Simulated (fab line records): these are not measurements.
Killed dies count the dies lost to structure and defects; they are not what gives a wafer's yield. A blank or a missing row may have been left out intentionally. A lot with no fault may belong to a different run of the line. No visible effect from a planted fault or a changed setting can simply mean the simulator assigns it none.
Problem report, 8D (eight disciplines) form, completed by code -- flow gf180mcu -- the parts of the form that need people (team, actions taken, sign-off) are left out

## 1. THE PROBLEM
Wafers without a fault read 2999.6 rpm, standard deviation 1.6; spin_speed_rpm at GF_TOP_METAL_COAT_09 reads a mean of 2864.0 rpm on 6 wafers belonging to 2 lots. That is -85 standard deviations from the usual mean.
The step: resist thk 1500 nm.
Seen first at day 31 04:01 on litho_track-02, wafer L424.1. At this step, 33 wafers from 11 lots have a number in the record. Rule for "out", or "out of limits": more than 4 standard deviations from the usual mean. The rest of the wafers with a number are treated as sound.

## 2. WHAT IT IS AND WHAT IT IS NOT
question,is,is not
which readings at this step,spin_speed_rpm,dispense_pressure_kPa
which lots,"L424, L427","L415, L417, L418, L422, L428, L432, L434, L435, L436"
which wafers of those lots,all that have a number,-
read on which tools,litho_track-02,"litho_track-01, litho_track-04"
when,from day 31 04:01,"up to then (12 sound wafers); but 15 sound wafers of L428, L432, L434, L435, L436 came after"

## 3. THE SUSPECTS, EACH WITH WHAT RULES IT OUT
Counting: a tool at a process step up to the reading stays a suspect if it ran every lot that is out and no sound lot after the first of them.
- litho_track-02 at GF_TOP_METAL_COAT_09 (resist thk 1500 nm): kept. All lots that are out passed through it, beginning with L424 at day 31 04:01, and no sound lot followed; its final sound lot before that point was L422 at day 30 13:43. On those wafers its own readings are out: spin_speed_rpm.
After counting, what remains is litho_track-02 at GF_TOP_METAL_COAT_09.

## 4. THE CAUSE (what the simulator had put in)
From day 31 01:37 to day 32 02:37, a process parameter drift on litho_track-02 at GF_TOP_METAL_COAT_09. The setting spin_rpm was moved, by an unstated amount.
The count eliminated every tool but this one.

## 5. SEQUENCE OF EFFECTS, ordered by route
Each row: a reading whose mean over the struck wafers that have a number lies more than 3 standard deviations from the usual. Scope: only readings with a usual standard deviation given in the record; hours: median across lots of the time from each lot's start at the first step in this table that gives one to its start at this step; sigmas: change in usual standard deviations.
hours,step,reading,usual,on struck wafers,change,sigmas
0,GF_TOP_METAL_COAT_09,spin_speed_rpm,2999.6 rpm,2864.0,-135.6,-85
9,GF_TOP_METAL_STRIP_17,strip_time_to_endpoint_s,13.45 s,13.89,+0.44,+4.4
The process steps in it:
- GF_TOP_METAL_COAT_09: resist thk 1500 nm.
- GF_TOP_METAL_STRIP_17: strips in O2/N2.

## 6. WHAT WOULD HAVE CAUGHT IT SOONER
First out-of-limits reading in this record: day 31 04:01, which is 2 hours after fault onset at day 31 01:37.
